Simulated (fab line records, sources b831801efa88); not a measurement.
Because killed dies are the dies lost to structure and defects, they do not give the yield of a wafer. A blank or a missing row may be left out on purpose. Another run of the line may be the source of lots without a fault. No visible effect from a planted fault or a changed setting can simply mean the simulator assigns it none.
One fault seen from 2 desks | flow gf180mcu | numbers are kept per desk, each desk with only its own; the story behind them comes last

## AT THE METROLOGY DESK
Means of the sampled wafers that have a number, per lot and without regard to the tool the lot ran on: this is what the gauges read. Marked OUT: a lot whose mean sits more than 4 standard deviations from the usual mean, which makes it out of limits; the brackets give that distance.
Columns: A = VT_IMPLANT_03_OVL at GF_VT_IMPLANT_OVL_MEAS_40, usual -0.9 nm; B = POLY_GATE_CVD_00_THK at GF_POLY_GATE_THK_MEAS_01, usual 200.2 nm; C = HV_LDD_01_OVL at GF_HV_LDD_OVL_MEAS_20, usual 0.3 nm
lot  | first seen here | A    | B               | C
L372 | day 7 10:22     | -2.0 | 197.9           | -0.4
L373 | day 7 20:40     | -2.3 | 197.2           | 1.0
L374 | day 8 05:31     | -1.9 | 202.7           | -0.5
L377 | day 9 00:49     | 0.2  | 196.6           | -0.9
L379 | day 9 12:16     | -2.1 | 197.0           | -1.7
L380 | day 9 17:13     | -0.6 | 201.4           | 2.0
L382 | day 10 04:52    | -0.9 | 202.9           | 0.2
L383 | day 10 11:10    | -0.8 | 150.2 (-25) OUT | 0.4
L384 | day 10 15:49    | -1.8 | 150.1 (-25) OUT | 1.3
L385 | day 11 02:07    | -0.6 | 149.4 (-25) OUT | 0.8
L388 | day 11 21:37    | -1.4 | 201.7           | 1.1
L392 | day 12 21:07    | 0.6  | 200.6           | 0.6
L393 | day 13 04:46    | -0.6 | 202.6           | -2.1
L394 | day 13 11:58    | -1.1 | 200.8           | -0.8
L395 | day 14 04:07    | -1.5 | 200.8           | -1.3
This desk reports L383, L384, L385 out of limits; the earliest was L383 at day 11 14:54 (POLY_GATE_CVD_00_THK at GF_POLY_GATE_THK_MEAS_01). L372, L373, L374, L377, L379, L380, L382, L388, L392, L393, L394, L395: within limits.

## THE TOOL OWNER'S DESK: lpcvd-02
The tool's own readings at GF_POLY_GATE_CVD_00 (deposits poly-Si, target thk 200 nm, time 1200 s): means of the sampled wafers that have a number, for each lot that ran on this tool. Marked OUT: a lot whose mean sits more than 4 standard deviations from the usual mean, which makes it out of limits; the brackets give that distance.
Columns: A = spike-tc-bottom-C at GF_POLY_GATE_CVD_00, usual 637.0 C; B = spike-tc-centre-C at GF_POLY_GATE_CVD_00, usual 620.7 C; C = spike-tc-lower-C at GF_POLY_GATE_CVD_00, usual 619.7 C; D = spike-tc-top-C at GF_POLY_GATE_CVD_00, usual 638.6 C; E = spike-tc-upper-C at GF_POLY_GATE_CVD_00, usual 619.2 C; F = susceptor-temp-C at GF_POLY_GATE_CVD_00, usual 620.00 C; G = zone-power-lower-pct at GF_POLY_GATE_CVD_00, usual 8.5 %
lot  | first seen here | A                | B                | C                | D                | E                | F                | G
L372 | day 8 12:59     | 634.8            | 620.4            | 621.2            | 638.6            | 619.8            | 620.09           | 8.8
L373 | day 8 17:13     | 634.5            | 619.8            | 620.4            | 637.9            | 620.8            | 619.65           | 8.7
L380 | day 10 17:32    | 637.4            | 620.9            | 620.2            | 641.1            | 618.5            | 620.00           | 10.3
L382 | day 11 04:34    | 636.3            | 620.0            | 621.3            | 642.0            | 617.9            | 620.11           | 10.2
L383 | day 11 13:34    | 624.1 (-7.6) OUT | 608.0 (-9.1) OUT | 609.0 (-7.6) OUT | 630.1 (-5.3) OUT | 606.8 (-8.9) OUT | 607.40 (-43) OUT | 9.9
L384 | day 11 17:58    | 623.1 (-8.2) OUT | 607.7 (-9.3) OUT | 608.6 (-8.0) OUT | 626.5 (-7.6) OUT | 609.2 (-7.2) OUT | 607.78 (-42) OUT | 8.4
L385 | day 12 06:05    | 622.7 (-8.4) OUT | 607.6 (-9.4) OUT | 608.4 (-8.1) OUT | 626.3 (-7.7) OUT | 608.0 (-8.0) OUT | 607.75 (-42) OUT | 8.4
This desk's finding: out of limits on L383, L384, L385; first on L383, day 11 13:34 (spike-tc-bottom-C at GF_POLY_GATE_CVD_00). L372, L373, L380, L382: within limits.

## TAKEN TOGETHER
The tool owner's desk could have raised an alarm at day 11 13:34, on L383, L384, L385.
An alarm was possible from the metrology desk at day 11 14:54, on L383, L384, L385.
GF_POLY_GATE_CVD_00 was run on lpcvd-02 by each of the lots named.

## WHAT THE SIMULATOR HAD PUT IN
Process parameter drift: lpcvd-02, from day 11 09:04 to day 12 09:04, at GF_POLY_GATE_CVD_00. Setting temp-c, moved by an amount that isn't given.
Shown lots that were struck: L383, L384, L385.
Counting hours from when the fault started, the first reading out of limits came at 4 for the tool owner's desk and at 6 for the metrology desk.
